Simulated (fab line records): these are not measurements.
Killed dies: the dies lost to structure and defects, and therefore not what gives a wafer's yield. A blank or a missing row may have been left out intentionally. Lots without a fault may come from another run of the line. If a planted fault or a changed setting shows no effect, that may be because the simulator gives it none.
A lot that was struck, set against a sound lot	flow gf180mcu	15 out of 602 route steps
Sound: wafers L875.3, L875.4, L875.6. Struck: wafer L883.1 (left out: L883.3, L883.5 of the same lot, which were not struck); the cause appears at the end.
For every step that has rows: the tool of each side, followed by ch and its chambers, followed by its first start. Under that, the readings that differ: sound wafers	struck wafers	difference of the means	sigmas: that difference in standard deviations of wafers without a fault.
alike: same words and numbers on both sides, and readings whose means sit less than 2 such deviations apart. not compared: any withheld reading, any reading some wafer has no value for, any bound like >300 that may hide the same value, and any number with overlapping values for which the record gives no deviation.
A row with sigmas, a row that says differs or no value, or rows on one side alone: a step with any of these is where the two part. Numbers that have no deviation but don't overlap get no sigmas and don't part them. A reading that every wafer of one side lacks parts them only if that side has two wafers or more.

GF_CONTACT_CMP_04: polishes SiO2.
  sound on cmp-01 ch 0,1,3, day 16 17:21; struck on cmp-02 ch 2, day 19 19:19
  alike: motor_current_A, platen_rpm, slurry_filter_dp_kPa, time_to_endpoint_s
GF_CONTACT_BOW_MEAS_05:
  struck on film_metro-02, day 19 19:37; sound on film_metro-03, day 16 17:35
  alike: CONTACT_BOW
then, 8 steps without rows for these wafers: GF_CONTACT_DEHYDRATE_06 (time 60 s); GF_CONTACT_HMDS_07 (prime time 60 s); GF_CONTACT_COAT_08; GF_CONTACT_COAT_09 (resist thk 1000 nm); GF_CONTACT_SOFTBAKE_10 (time 60 s); GF_CONTACT_EXPOSE_11 (exposes mask Contact, target cd 220 nm); GF_CONTACT_PEB_12 (peb time 90 s); GF_CONTACT_DEVELOP_13 (develop time 60 s).
GF_CONTACT_CD_MEAS_14: target cd 220 nm.
  struck on cd_sem-02, day 20 19:48; sound on cd_sem-02, day 17 15:35
reading	sound	struck	difference	sigmas
cd_nm (nm)	216.7 217.3 217.4	222.4	+5.3	+3
GF_CONTACT_OVL_MEAS_15:
  struck on overlay-01, day 20 19:55; sound on overlay-02, day 17 15:41
  alike: CONTACT_OVL
GF_CONTACT_ETCH_16: etches BARC in N2/H2.
  sound on rie_diel-04 ch 0,2, day 17 15:43; struck on rie_diel-02 ch 3, day 20 19:58
reading	sound	struck	difference	sigmas
bias_w (W)	99.7 100.0 100.1	112.6	+12.7	+42
oes_product_au (a.u.)	0.848 0.853 0.851	0.863	+0.012	+3
  alike: drypump_motor_current_A, throttle_valve_pct
GF_CONTACT_ETCH_17: etches SiO2 in C4F8/O2/Ar, stops on CoSi2, target depth 860 nm.
  sound: rie_diel-04 ch 0,2; struck: rie_diel-02 ch 3
  alike: bias_w, oes_product_au
next, for these wafers, 1 step has no rows: GF_PASSIVATION_PROBE_99.

== WHERE THEY PART ==
Earliest at GF_CONTACT_CD_MEAS_14; latest, in this record, at GF_CONTACT_ETCH_16. Later steps at which nothing parts them and some readings are alike: GF_CONTACT_ETCH_17.

WHY: what had been put in by the simulator
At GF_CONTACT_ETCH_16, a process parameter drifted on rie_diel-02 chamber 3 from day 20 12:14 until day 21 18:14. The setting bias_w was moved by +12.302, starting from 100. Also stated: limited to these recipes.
